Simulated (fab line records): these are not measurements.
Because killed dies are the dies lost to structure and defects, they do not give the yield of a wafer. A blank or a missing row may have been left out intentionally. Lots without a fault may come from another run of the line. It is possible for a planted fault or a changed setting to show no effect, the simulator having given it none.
Which tool was responsible? -- flow sky130 -- 10 lots, 30 wafers sampled, at 5 steps of a route of 708

## WHAT THE GAUGES READ, wafer by wafer
Not one reading of a measure or inspect step in the record can be checked against a usual standard deviation.

## TOOL THAT RAN EACH LOT (tool first, then ch and the chambers of the sampled wafers, then the start)
lot,SKY_VIA4_STRIP_13,SKY_METAL5_METAL_ETCH_15,SKY_METAL5_STRIP_16,SKY_PAD_OPEN_COAT_02,SKY_PAD_OPEN_STRIP_08
L737,"plasma-asher-04 ch 0, day 43 20:43","rie-metal-02 ch 0,1, day 44 20:43","plasma-asher-02 ch 0,1, day 44 20:58","litho-track-02 ch 0, day 46 04:59","plasma-asher-03 ch 0, day 46 16:13"
L740,"plasma-asher-04 ch 0,1, day 44 09:19","rie-metal-03 ch 0,1, day 45 07:44","plasma-asher-02 ch 0,1, day 45 07:58","litho-track-02 ch 0, day 46 17:56","plasma-asher-01 ch 0,1, day 47 03:37"
L741,"plasma-asher-04 ch 1, day 44 14:00","rie-metal-03 ch 0,1, day 45 13:19","plasma-asher-03 ch 0,1, day 45 13:34","litho-track-02 ch 0, day 46 21:31","plasma-asher-04 ch 0,1, day 47 07:37"
L743,"plasma-asher-02 ch 0,1, day 45 11:32","rie-metal-04 ch 0,1, day 46 10:22","plasma-asher-04 ch 0,1, day 46 10:37","litho-track-01 ch 0, day 47 17:59","plasma-asher-01 ch 0,1, day 48 03:22"
L746,"plasma-asher-02 ch 0,1, day 45 20:32","rie-metal-04 ch 0,1, day 46 18:35","plasma-asher-04 ch 0,1, day 46 18:49","litho-track-04 ch 0, day 48 00:52","plasma-asher-04 ch 0,1, day 48 11:16"
L750,"plasma-asher-01 ch 1, day 46 18:58","rie-metal-02 ch 0, day 47 17:22","plasma-asher-04 ch 1, day 47 17:36","litho-track-02 ch 0, day 48 22:07","plasma-asher-01 ch 0,1, day 49 07:31"
L752,"plasma-asher-01 ch 0,1, day 47 14:59","rie-metal-02 ch 0, day 48 12:08","plasma-asher-03 ch 0,1, day 48 12:22","litho-track-02 ch 0, day 49 15:28","plasma-asher-01 ch 0,1, day 50 00:19"
L755,"plasma-asher-02 ch 0,1, day 47 23:00","rie-metal-04 ch 0,1, day 48 19:17","plasma-asher-02 ch 1, day 48 19:31","litho-track-02 ch 0, day 49 21:53","plasma-asher-01 ch 0,1, day 50 07:01"
L758,"plasma-asher-02 ch 0,1, day 48 16:09","rie-metal-02 ch 0,1, day 49 12:07","plasma-asher-03 ch 0,1, day 49 12:19","litho-track-01 ch 0, day 50 12:32","plasma-asher-01 ch 0,1, day 50 20:28"
L757,"plasma-asher-04 ch 0,1, day 48 18:30","rie-metal-04 ch 0,1, day 49 13:50","plasma-asher-02 ch 0, day 49 14:05","litho-track-04 ch 0, day 50 15:23","plasma-asher-01 ch 0, day 50 23:40"
- SKY_VIA4_STRIP_13: strips in O2/N2.
- SKY_METAL5_METAL_ETCH_15: etches the open film in Cl2/BCl3, stops on SiO2, target depth 1260 nm, time 252 s.
- SKY_METAL5_STRIP_16: strips in O2/N2.
- SKY_PAD_OPEN_COAT_02: resist thk 3000 nm.
- SKY_PAD_OPEN_STRIP_08: strips in O2/N2.

## WHAT THE TOOLS THEMSELVES READ (means of the sampled wafers that have a number; where no wafer has one, the mark that the record gives instead)
SKY_VIA4_STRIP_13.
lot,tool,drypump-motor-current-A (A),oes-product-au (a.u.),strip-time-to-endpoint-s (s)
L737,plasma-asher-04,5.7,0.714,12.779
L740,plasma-asher-04,5.8,0.708,12.800
L741,plasma-asher-04,6.0,0.711,12.819
L743,plasma-asher-02,5.1,0.711,12.816
L746,plasma-asher-02,5.2,0.711,12.854
L750,plasma-asher-01,5.6,0.713,12.811
L752,plasma-asher-01,5.9,0.711,12.804
L755,plasma-asher-02,5.2,0.709,12.788
L758,plasma-asher-02,5.1,0.707,12.794
L757,plasma-asher-04,5.9,0.712,12.802

SKY_METAL5_METAL_ETCH_15.
lot,tool,drypump-motor-current-A (A),he-backside-leak-sccm (sccm),oes-product-au (a.u.),throttle-valve-pct (%)
L737,rie-metal-02,6.1,3.27,0.895,22.265
L740,rie-metal-03,5.7,3.42,0.895,22.269
L741,rie-metal-03,5.8,3.28,0.895,22.260
L743,rie-metal-04,5.1,3.30,0.891,22.266
L746,rie-metal-04,5.1,3.29,0.891,22.257
L750,rie-metal-02,6.3,3.22,0.894,22.261
L752,rie-metal-02,6.2,3.27,0.899,22.267
L755,rie-metal-04,5.1,3.36,0.891,22.277
L758,rie-metal-02,5.9,3.18,0.899,22.272
L757,rie-metal-04,5.5,3.21,0.895,22.269

SKY_METAL5_STRIP_16.
lot,tool,drypump-motor-current-A (A),oes-product-au (a.u.),strip-time-to-endpoint-s (s)
L737,plasma-asher-02,5.3,0.710,13.16
L740,plasma-asher-02,5.2,0.708,12.94
L741,plasma-asher-03,5.8,0.710,12.88
L743,plasma-asher-04,5.9,0.710,13.22
L746,plasma-asher-04,5.9,0.711,13.29
L750,plasma-asher-04,6.0,0.713,13.34
L752,plasma-asher-03,5.9,0.710,13.15
L755,plasma-asher-02,5.4,0.713,13.30
L758,plasma-asher-03,5.8,0.711,13.03
L757,plasma-asher-02,5.0,0.708,13.17

SKY_PAD_OPEN_COAT_02.
lot,tool,resist-line-temp-C (C),spin-speed-rpm (rpm)
L737,litho-track-02,23.12,1999.9
L740,litho-track-02,23.01,2000.5
L741,litho-track-02,23.03,2001.5
L743,litho-track-01,22.90,2001.5
L746,litho-track-04,23.03,2000.3
L750,litho-track-02,22.97,1998.0
L752,litho-track-02,23.13,2039.6
L755,litho-track-02,23.12,2039.5
L758,litho-track-01,22.98,1999.7
L757,litho-track-04,23.07,2000.2

SKY_PAD_OPEN_STRIP_08.
lot,tool,drypump-motor-current-A (A),oes-product-au (a.u.),strip-time-to-endpoint-s (s)
L737,plasma-asher-03,4.9,0.663,37.14
L740,plasma-asher-01,6.1,0.664,36.99
L741,plasma-asher-04,5.9,0.656,37.02
L743,plasma-asher-01,5.9,0.662,37.14
L746,plasma-asher-04,5.8,0.666,37.30
L750,plasma-asher-01,6.1,0.663,37.14
L752,plasma-asher-01,5.9,0.668,36.78
L755,plasma-asher-01,6.1,0.665,36.64
L758,plasma-asher-01,6.1,0.665,37.03
L757,plasma-asher-01,6.4,0.667,37.28

## THE ANSWER, worked out from the rows above alone
Rule: what is usual is taken from the lots themselves. Put in order of their means at a reading, lots are off if they are a third of the lots or fewer, leave a main group of 4 or more, and stand apart from it by a gap of 3 or more times the standard deviation of the main group's means; of several such gaps the widest counts. A main group whose means are all the same, to the digits that the tables above print for the reading, isn't used. Also off: a lot with no number at a reading for which 4 or more lots have one. Any other lot the step has rows for is counted as sound. After the gauges, taken in route order, come the tools' own readings; for these a lot's mean is taken, as printed above. The first step at which some lot is off is used, and at that step the reading that is off furthest; a lot without a number counts as furthest.
Off at SKY_PAD_OPEN_COAT_02 (spin-speed-rpm): L752, L755. Main group: mean 2000.2 rpm, sd 1.
If a tool, at that step or one of the process steps before it, ran each lot that is off and ran no sound lot following the first of them, it fits. One fits: litho-track-02 at SKY_PAD_OPEN_COAT_02. Its last sound lot is L750 (day 48 22:07), its first lot that is off L752 (day 49 15:28): a fault that began between those two fits.
On the lots that are off, the tool's own readings at SKY_PAD_OPEN_COAT_02 differ by more than 5 times the standard deviation of the sound lots' means, which bears it out; spin-speed-rpm reads 2039.5 rpm there versus 2000.2 rpm on the sound lots.

## WHAT THE SIMULATOR HAD INSERTED
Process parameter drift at SKY_PAD_OPEN_COAT_02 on litho-track-02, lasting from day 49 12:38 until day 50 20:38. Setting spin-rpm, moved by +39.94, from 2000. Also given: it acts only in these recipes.
Shown lots that were struck: L752, L755. The same result came from the rule above.
